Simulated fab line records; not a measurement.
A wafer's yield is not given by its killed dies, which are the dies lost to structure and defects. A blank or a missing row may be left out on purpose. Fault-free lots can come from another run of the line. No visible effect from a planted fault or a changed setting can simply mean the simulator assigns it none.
A struck lot beside a sound one + flow sky130 + 17 out of 708 route steps
Sound: the wafers L398.2, L398.3, L398.5. Wafers L400.2, L400.5, L400.6 were the ones struck. At the end, the cause is stated.
Per side, at each step with rows, come the tool, then ch with its chambers, and then its first start. Under that, the readings that differ: sound wafers + struck wafers + difference of the means + sigmas: that difference in standard deviations of wafers without a fault.
alike: a reading whose means differ by less than 2 such deviations, as well as words and numbers matching on both sides. not compared: withheld readings; readings where some wafer has no value; bounds like >300 that might hide an equal value; numbers whose values overlap and for which the record gives no deviation.
Wherever a step has rows on one side only, a row that says differs or no value, or a row with sigmas, the two part there. Numbers that have no deviation but don't overlap get no sigmas and don't part them. A reading missing from all wafers of one side parts the sides only when that side holds two or more wafers.

SKY_LDD_P_OVL_MEAS_08:
  sound: overlay-01 at day 22 09:49; struck: overlay-02 at day 23 12:01
  alike: LDD_P_OVL
then, 1 step without rows for these wafers: SKY_LDD_P_IMPLANT_09.
SKY_LDD_P_STRIP_10: strips in O2/N2.
  sound on plasma_asher-01 ch 0,1, day 22 09:59; struck on plasma_asher-01 ch 0,1, day 23 12:11
  alike: drypump_motor_current_A, oes_product_au, strip_time_to_endpoint_s
  not compared: rf_hours_counter_h
SKY_LDD_P_TW_MEAS_11:
  sound: film_metro-03 at day 22 10:06; struck: film_metro-03 at day 23 12:18
  alike: LDD_P_TW
then, 7 steps without rows for these wafers: SKY_LDD_HVN_DEHYDRATE_00 (time 60 s); SKY_LDD_HVN_HMDS_01 (prime time 60 s); SKY_LDD_HVN_COAT_02 (resist thk 300 nm); SKY_LDD_HVN_SOFTBAKE_03 (time 60 s); SKY_LDD_HVN_EXPOSE_04 (exposes mask HVNTM, target cd 700 nm); SKY_LDD_HVN_PEB_05; SKY_LDD_HVN_DEVELOP_06 (develop time 60 s).
SKY_LDD_HVN_OVL_MEAS_07:
  sound: overlay-01 at day 23 16:35; struck: overlay-01 at day 24 18:50
  alike: LDD_HVN_OVL
SKY_LDD_HVN_IMPLANT_08:
  sound on implanter-01 ch 0, day 23 16:38; struck on implanter-04 ch 0, day 24 18:54
| reading            | sound                | struck              | difference | sigmas      |
|--------------------|----------------------|---------------------|------------|-------------|
| tilt_deg (degrees) | 40.009 39.980 39.985 | -0.014 -0.017 0.002 | -40.001    | -99 or more |
  alike: beam_on_s
SKY_LDD_HVN_STRIP_09: strips in O2/N2.
  sound on plasma_asher-01 ch 0,1, day 23 16:46; struck on plasma_asher-03 ch 0,1, day 24 19:01
| reading                     | sound       | struck      | difference | sigmas |
|-----------------------------|-------------|-------------|------------|--------|
| drypump_motor_current_A (A) | 6.1 6.0 5.9 | 5.2 5.3 5.2 | -0.8       | -2     |
  alike: oes_product_au, strip_time_to_endpoint_s
  not compared: rf_hours_counter_h
SKY_LDD_HVN_TW_MEAS_10:
  sound: film_metro-02 at day 23 16:53; struck: film_metro-01 at day 24 19:08
| reading    | sound          | struck         | difference | sigmas |
|------------|----------------|----------------|------------|--------|
| LDD_HVN_TW | 1443 1440 1442 | 1292 1281 1293 | -153       | -21    |
then, 1 step without rows for these wafers: SKY_LDD_HVP_DEHYDRATE_00 (time 60 s).
-- here the record skips 24 days between the struck wafers' starts before and after, leaving off in module LDD_HVP and picking up in module PAD_OPEN (first step shown: number 708 of the route) --
SKY_PAD_OPEN_PROBE_99:
  sound: prober-01 at day 48 01:46; struck: prober-01 at day 48 16:22
| reading                                 | sound                | struck              | difference | sigmas |
|-----------------------------------------|----------------------|---------------------|------------|--------|
| model.etest.tip_n_5v.rs_ohm_sq          | 1393 1392 1388       | 976.9 982.7 979     | -411.5     |        |
| model.etest.nfet_g5v0d10v5.r_on_ohm_um  | 1898 1884 1912       | 1812 1813 1804      | -88        |        |
| model.etest.nfet_g5v0d10v5.drive_ua_um  | 588.6 606.6 596.4    | 630.9 618.9 614.2   | +24.1      |        |
| model.etest.res_ndiff_hv.rs_ohm_sq      | 114.3 114.3 114      | 110.2 110.5 110.9   | -3.7       |        |
| model.etest.ring_5v.delay_ps            | 44.86 45.38 45.23    | 43.47 44.15 43.78   | -1.36      |        |
| model.etest.nfet_g5v0d10v5.vt_sat_v (V) | 0.7804 0.7653 0.7739 | 0.733 0.7491 0.7404 | -0.032     |        |
  alike: killed_at_M0_to_M3, killed_at_M4_up, killed_at_contacts, killed_at_front_end, killed_at_other, killed_dies, killed_open, killed_short

== WHERE THEY PART ==
At SKY_LDD_HVN_IMPLANT_08 first; at SKY_LDD_HVN_TW_MEAS_10 last (within this record only). Later steps at which nothing parts them and some readings are alike: SKY_PAD_OPEN_PROBE_99.

WHY: what had been put in by the simulator
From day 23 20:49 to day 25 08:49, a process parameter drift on implanter-04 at SKY_LDD_HVN_IMPLANT_08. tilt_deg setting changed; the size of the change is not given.
